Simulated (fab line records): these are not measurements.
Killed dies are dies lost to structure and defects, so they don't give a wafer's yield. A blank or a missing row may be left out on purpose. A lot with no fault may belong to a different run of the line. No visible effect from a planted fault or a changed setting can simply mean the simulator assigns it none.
A lot that was struck, set against a sound lot | flow gf180mcu | 16 steps out of a route of 602
Sound: these wafers, L898.1, L898.2, L898.6. Struck: wafers L899.2, L899.4, L899.5. Last of all comes the cause.
Order at every step that has rows: each side's tool, ch and its chambers, its first start. Under that, the readings that differ: sound wafers | struck wafers | difference of the means | sigmas: that difference in standard deviations of wafers without a fault.
alike: same words and numbers on both sides, and readings whose means sit less than 2 such deviations apart. not compared: any withheld reading, any reading some wafer has no value for, any bound like >300 that may hide the same value, and any number with overlapping values for which the record gives no deviation.
The two part at a step that has a row with sigmas, a row that says differs or no value, or rows on one side only. When numbers do not overlap yet have no deviation, they are printed without sigmas and do not part them. A reading that every wafer of one side lacks parts them only if that side has two wafers or more.

GF_STI_THK_MEAS_02:
  sound on filmMetro-03 at day 4 18:35; struck on filmMetro-01 at day 4 18:36
  alike: STI_OXIDATION_THK
then, 1 step without rows for these wafers: GF_STI_CVD_03 (deposits Si3N4 from DCS/NH3, target thk 207.16 nm, time 3551 s).
GF_STI_THK_MEAS_04:
  sound on filmMetro-02 at day 4 20:38; struck on filmMetro-03 at day 4 20:38
reading             | sound             | struck            | difference | sigmas
STI_CVD_03_THK (nm) | 203.5 204.4 203.4 | 206.7 207.7 207.8 | +3.6       | +2
then, 7 steps without rows for these wafers: GF_STI_DEHYDRATE_05 (time 60 s); GF_STI_HMDS_06 (prime time 60 s); GF_STI_COAT_07 (resist thk 700 nm); GF_STI_SOFTBAKE_08 (time 60 s); GF_STI_EXPOSE_09 (exposes mask COMP, target cd 220 nm); GF_STI_PEB_10 (peb time 90 s); GF_STI_DEVELOP_11 (develop time 60 s).
GF_STI_CD_MEAS_12 targets a cd of 220 nm.
  sound on cdSem-02 at day 5 09:26; struck on cdSem-02 at day 5 09:45
  alike: cdNm
GF_STI_ETCH_13: etches the open film in CHF3/O2, stops on Si, target depth 282.31 nm, time 112.9 s.
  sound on rieDiel-03 ch 0,2, day 5 09:34; struck on rieDiel-02 ch 0,1,2, day 5 09:51
reading             | sound             | struck            | difference | sigmas
oesProductAu (a.u.) | 0.817 0.822 0.823 | 0.833 0.837 0.830 | +0.013     | +2
  alike: drypumpMotorCurrentA, runLengthS, throttleValvePct
  not compared: rfHoursCounterH
GF_STI_ETCH_14: etches Si in HBr/Cl2/O2, target depth 360 nm, time 102.9 s.
  sound on rieSi-01 ch 1,2,3, day 5 09:38; struck on rieSi-02 ch 1,3, day 5 09:56
reading                             | sound             | struck            | difference | sigmas
runLengthS (s)                      | 132.2 130.5 130.6 | 98.7 99.3 99.8    | -31.8      | -53
model.STI.featureDepthNm (nm)       | 366.7 365.9 367.9 | 249.4 248.5 248.7 | -118.0     | 
model.etch.depthNm (nm)             | 366.7 365.9 367.9 | 249.4 248.5 248.7 | -118.0     | 
model.KrF_of_STI_COAT_07.thkNm (nm) | 315.6 321.5 320.3 | 351.2 353 354.9   | +33.9      | 
  alike: HBr_flow_sccm, drypumpMotorCurrentA, oesProductAu, throttleValvePct
  not compared: rfHoursCounterH
GF_STI_STRIP_15: strips in O2/N2.
  sound on plasmaAsher-04 ch 0,1, day 5 09:43; struck on plasmaAsher-03 ch 0,1, day 5 10:00
reading                  | sound             | struck            | difference | sigmas
oesProductAu (a.u.)      | 0.385 0.386 0.384 | 0.400 0.399 0.400 | +0.015     | +3
stripTimeToEndpointS (s) | 3.67 3.74 3.76    | 4.06 4.08 4.10    | +0.36      | +9
  alike: drypumpMotorCurrentA, heaterPowerW, n2FlowSccm
  not compared: rfHoursCounterH
then, 1 step without rows for these wafers: GF_STI_CLEAN_16 (cleans in dHF, time 25 s).
-- the record jumps here: 28 days lie between the struck wafers' starts before and after (it left off in module STI and takes up again in module PASSIVATION, whose first step shown is number 602 of the route) --
GF_PASSIVATION_PROBE_99:
  sound on prober-02 at day 33 16:58; struck on prober-01 at day 33 12:38
reading                             | sound                        | struck                        | difference | sigmas
model.etest.pwellInDnwell.lineOhmUm | 4145 4158 4194               | 3213 3166 3186                | -977       | 
model.etest.ldpmos_10p0.rOnOhmUm    | 1.11e+04 1.113e+04 1.125e+04 | 1.038e+04 1.039e+04 1.022e+04 | -8.300e+02 | 
model.etest.pDrift.rsOhmSq          | 2303 2315 2321               | 1925 1918 1914                | -394       | 
model.etest.pwellInDnwell.rsOhmSq   | 2460 2477 2494               | 1915 1921 1923                | -557       | 
model.etest.ldnmos_10p0.rOnOhmUm    | 3706 3739 3760               | 3336 3366 3323                | -393       | 
model.etest.nDrift.rsOhmSq          | 1157 1158 1152               | 877.1 868.7 876.7             | -281.5     | 
model.etest.nwell.lineOhmUm         | 1238 1230 1221               | 969.7 973 981.2               | -255.0     | 
model.etest.nwell.rsOhmSq           | 1073 1074 1067               | 838.6 838.7 837.1             | -233.2     | 

## WHERE THEY PART
First at GF_STI_THK_MEAS_04; last, within this record, at GF_STI_STRIP_15.

WHY: whatever the simulator had introduced
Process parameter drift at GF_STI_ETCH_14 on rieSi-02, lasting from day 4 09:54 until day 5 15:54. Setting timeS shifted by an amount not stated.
